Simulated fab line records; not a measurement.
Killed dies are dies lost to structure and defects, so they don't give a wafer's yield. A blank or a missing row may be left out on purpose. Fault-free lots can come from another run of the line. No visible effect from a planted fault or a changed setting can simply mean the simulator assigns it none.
Problem report in the 8D (eight disciplines) form, filled by code ; flow gf180mcu ; the parts of the form that need people (team, actions taken, sign-off) are left out

1. THE ISSUE
heater_power_total_W at GF_V4_PEB_12 reads a mean of 86.42 W on 6 wafers of 2 lots; wafers without a fault read 85.71 W with a standard deviation of 0.081. That is +8.7 standard deviations from the usual mean.
The step: peb time 90 s.
The first sign was on wafer L201.2 at day 28 01:47, on litho_track-03. The record holds 42 wafers of 14 lots with a number at this step. Rule for "out" (also "out of limits"): further than 4 standard deviations from the usual mean. Any other wafer with a number is counted as sound.

2. WHAT IT IS, AND WHAT IT ISN'T
question;is;is not
which readings at this step;heater_power_total_W, plate_temp_C;-
which lots;L201, L203;L190, L191, L192, L193, L194, L197, L205, L207, L208, L211, L212, L213
which wafers of those lots;all that have a number;-
read on which tools;litho_track-03;litho_track-01, litho_track-04
when;from day 28 01:47;"up to then (18 sound wafers); but 18 sound wafers of L205, L207, L208, L211, L212, L213 came after"

3. SUSPECTS, AND WHAT RULES EACH OUT
Counting: a tool at any process step up to the reading remains a suspect when it ran all the lots that are out and ran no sound lot after the first of those.
- litho_track-03 at GF_V4_PEB_12 (peb time 90 s): kept. All lots that are out passed through it, beginning with L201 at day 28 01:47, and no sound lot followed; its final sound lot before that point was L197 at day 27 00:45. Its own readings are out on those wafers: heater_power_total_W, plate_temp_C.
After counting, what remains is litho_track-03 at GF_V4_PEB_12.

4. THE CAUSE (what the simulator had put in)
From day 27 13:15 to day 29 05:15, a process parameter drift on litho_track-03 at GF_V4_PEB_12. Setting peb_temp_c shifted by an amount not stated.
This tool alone remained once counting was done.

5. SEQUENCE OF EFFECTS, ordered by route
Each row: a reading where the mean over the struck wafers with a number is more than 3 standard deviations away from the usual. Only readings whose record carries a usual standard deviation are examined. hours: median over the lots of the time between each lot's start at the first step of this table that gives one and its start at this step. sigmas: the change, counted in usual standard deviations.
hours;step;reading;usual;on struck wafers;change;sigmas
0;GF_V4_PEB_12;heater_power_total_W;85.71 W;86.42;+0.71;+8.7
0;GF_V4_PEB_12;plate_temp_C;135.00 C;135.98;+0.98;+7.0
Process steps it contains:
- GF_V4_PEB_12: peb time 90 s.
Later measuring or inspecting steps at which every struck wafer that the step has a row for has a number for every such reading, and none has moved that far: GF_V4_OVL_MEAS_15.

6. HOW IT WOULD HAVE BEEN CAUGHT EARLIER
13 hours passed between the start of the fault at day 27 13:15 and the first reading out of limits in this record, taken at day 28 01:47.
